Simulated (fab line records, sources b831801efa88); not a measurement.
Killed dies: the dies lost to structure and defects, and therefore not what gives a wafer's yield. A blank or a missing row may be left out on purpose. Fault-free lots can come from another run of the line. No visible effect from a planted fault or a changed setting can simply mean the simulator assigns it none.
Problem report in the 8D (eight disciplines) form, filled by code    flow sky130    the parts of the form that need people (team, actions taken, sign-off) are left out

== 1. THE PROBLEM ==
Across 6 wafers from 2 lots, POLY_GATE_CVD_00_THK at SKY_POLY_GATE_THK_MEAS_01 averages 108.0 nm, while fault-free wafers read 179.9 nm with a standard deviation of 1.9. That is -38 standard deviations from the usual mean.
Earliest sighting: wafer L460.1 on film_metro-02 at day 18 19:58. Wafers with a number at this step in the record: 33, from 11 lots. Rule for "out" (also "out of limits"): further than 4 standard deviations from the usual mean. Any other wafer with a number is counted as sound.

== 2. WHAT IT IS AND WHAT IT IS NOT ==
question                     is                            is not
which readings at this step  POLY_GATE_CVD_00_THK          -
which lots                   L460, L461                    L447, L448, L449, L450, L451, L452, L453, L469, L470
which wafers of those lots   all that have a number        -
read on which gauges         film_metro-01, film_metro-02  film_metro-04
when                         from day 18 19:58             up to then (21 sound wafers); but 6 sound wafers of L469, L470 came after

== 3. SUSPECTS, AND WHAT RULES EACH OUT ==
Counting: a tool at any process step up to the reading remains a suspect when it ran all the lots that are out and ran no sound lot after the first of those.
- ruled out: the gauge at SKY_POLY_GATE_THK_MEAS_01. Those wafers that are out were read across 2 gauges (film_metro-01, film_metro-02).
- lpcvd-01 at SKY_POLY_GATE_CVD_00 (deposits poly-Si, target thk 180 nm, time 720 s): ruled out as a lasting fault. The sound lots L469, L470 went through it after L460, its earliest lot that is out (day 18 18:46).
Left after counting: nothing in the record.

== 4. THE CAUSE (what the simulator had put in) ==
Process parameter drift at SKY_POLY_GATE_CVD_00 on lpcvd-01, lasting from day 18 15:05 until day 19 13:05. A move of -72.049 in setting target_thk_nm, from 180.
It was ruled out by counting, in error; the rule expects a fault to strike all lots run on its tool from its start on, and this fault did not.

== 5. SEQUENCE OF EFFECTS, ordered by route ==
Each row: a reading where the mean over the struck wafers with a number is more than 3 standard deviations away from the usual. Only readings for which the record gives a usual standard deviation are gone through. hours: the time from each lot's start at the first step in this table that gives one to its start at this step, as a median over the lots. sigmas: the change in usual standard deviations.
hours  step                       reading               usual       on struck wafers  change  sigmas
0      SKY_POLY_GATE_THK_MEAS_01  POLY_GATE_CVD_00_THK  179.9 nm    108.0             -71.9   -38
62     SKY_POLY_GATE_ETCH_17      oes_product_au        0.985 a.u.  0.707             -0.278  -34
The process steps in it:
- SKY_POLY_GATE_ETCH_17: etches poly-Si in HBr/Cl2, stops on SiO2, target depth 180 nm, time 70.5 s.

== 6. WHAT WOULD HAVE CAUGHT IT SOONER ==
In this record the first reading out of limits at a measuring or inspecting step was taken at day 18 19:58, 5 hours after the fault began at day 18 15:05.
Of the tool readings at SKY_POLY_GATE_CVD_00 for which the record gives a usual standard deviation, none was out on any struck wafer, so an alarm limit of 4 standard deviations on them would not have fired.
